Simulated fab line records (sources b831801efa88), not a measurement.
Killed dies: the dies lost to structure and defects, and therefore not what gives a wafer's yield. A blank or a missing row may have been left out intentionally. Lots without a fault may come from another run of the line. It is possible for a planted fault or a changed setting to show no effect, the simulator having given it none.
Which of the tools did it? | flow gf180mcu | 42 wafers from 14 lots sampled at 2 of the route's 602 steps

## WHAT THE GAUGES SHOWED, per wafer
GF_V5_THK_MEAS_03.
lot  | measured     | on            | V5_CVD_02_THK (nm)
L600 | day 26 04:35 | film metro-04 | 1394 1462 1464
L601 | day 26 12:04 | film metro-03 | 1453 1478 1489
L603 | day 27 03:22 | film metro-04 | 1463 1456 1487
L604 | day 27 18:41 | film metro-02 | 1457 1489 1483
L605 | day 28 05:13 | film metro-04 | 1470 1488 1451
L606 | day 28 05:19 | film metro-03 | 1437 1437 1484
L607 | day 29 08:53 | film metro-04 | 1421 1436 1456
L608 | day 29 10:00 | film metro-03 | 1475 1482 1485
L610 | day 29 23:08 | film metro-03 | 1451 1480 1483
L611 | day 30 03:21 | film metro-04 | 1457 1467 1459
L615 | day 31 04:05 | film metro-03 | 1448 1439 1473
L618 | day 31 09:34 | film metro-03 | 1452 1479 1451
L619 | day 31 13:39 | film metro-02 | 1434 1446 1489
L623 | day 32 12:23 | film metro-04 | 1453 1437 1426

## EACH LOT AND THE TOOL THAT RAN IT (in order: tool; ch and the chambers of the sampled wafers; start)
lot  | GF_STI_OXIDATION_29
L600 | furnace-01 ch 0, day 2 05:04
L601 | furnace-02 ch 0, day 2 10:19
L603 | furnace-01 ch 0, day 2 22:37
L604 | furnace-01 ch 0, day 3 03:17
L605 | furnace-01 ch 0, day 3 08:31
L606 | furnace-02 ch 0, day 3 11:19
L607 | furnace-02 ch 0, day 3 17:04
L608 | furnace-01 ch 0, day 3 21:59
L610 | furnace-01 ch 0, day 4 09:43
L611 | furnace-02 ch 0, day 4 13:30
L615 | furnace-01 ch 0, day 5 10:31
L618 | furnace-02 ch 0, day 6 01:27
L619 | furnace-02 ch 0, day 6 07:28
L623 | furnace-01 ch 0, day 7 04:00
- GF_STI_OXIDATION_29: stabilise 600 s, purge 300 s, target thk 10 nm.

## WHAT THE TOOLS THEMSELVES READ (means of the sampled wafers that have a number; where no wafer has one, the mark that the record gives instead)
GF_STI_OXIDATION_29.
lot  | tool       | spike tc lower C (C) | spike tc top C (C) | tube center temp C (C) | zone power centre pct (%) | zone power top pct (%)
L600 | furnace-01 | 900.3                | 913.5              | 900.05                 | 17.28                     | 33.3
L601 | furnace-02 | 900.4                | 908.8              | 900.08                 | 17.20                     | 33.3
L603 | furnace-01 | 901.1                | 914.1              | 899.97                 | 17.44                     | 33.3
L604 | furnace-01 | 900.7                | 913.4              | 899.97                 | 17.30                     | 33.0
L605 | furnace-01 | 899.5                | 912.6              | 900.04                 | 17.26                     | 33.4
L606 | furnace-02 | 900.4                | 908.4              | 900.03                 | 17.26                     | 33.3
L607 | furnace-02 | 900.2                | 907.8              | 899.97                 | 17.29                     | 33.5
L608 | furnace-01 | 901.3                | 913.2              | 900.03                 | 17.28                     | 33.1
L610 | furnace-01 | 900.7                | 912.5              | 899.96                 | 17.24                     | 33.5
L611 | furnace-02 | 900.3                | 908.9              | 899.98                 | 17.21                     | 33.5
L615 | furnace-01 | 900.4                | 912.4              | 900.08                 | 17.37                     | 33.0
L618 | furnace-02 | 900.4                | 908.8              | 900.03                 | 17.26                     | 33.4
L619 | furnace-02 | 900.6                | 908.7              | 900.09                 | 17.41                     | 33.5
L623 | furnace-01 | 900.2                | 912.9              | 899.96                 | 17.36                     | 33.5

## THE ANSWER, worked out from the rows above alone
Rule: usual is defined by the lots themselves. The widest of any qualifying gaps counts: lots, ordered by their means at a reading, are off when they make up no more than a third of the lots, leave a main group of 4 or more, and stand apart from it by 3 or more times the standard deviation of that group's means. The tables above print the reading to a certain number of digits; a main group whose means all agree to those digits is not used. Also off: a lot with no number at a reading for which 4 or more lots have one. The other lots that the step has rows for count as sound. Order of review: gauges by route order, followed by the tools' own readings, for which a lot's mean as printed above is used. At the first step where some lot is off, the reading lying furthest off is the one used; lots without a number count as furthest.
No lot is off at any reading shown: from this, nothing can be told.

## WHAT THE SIMULATOR PUT IN
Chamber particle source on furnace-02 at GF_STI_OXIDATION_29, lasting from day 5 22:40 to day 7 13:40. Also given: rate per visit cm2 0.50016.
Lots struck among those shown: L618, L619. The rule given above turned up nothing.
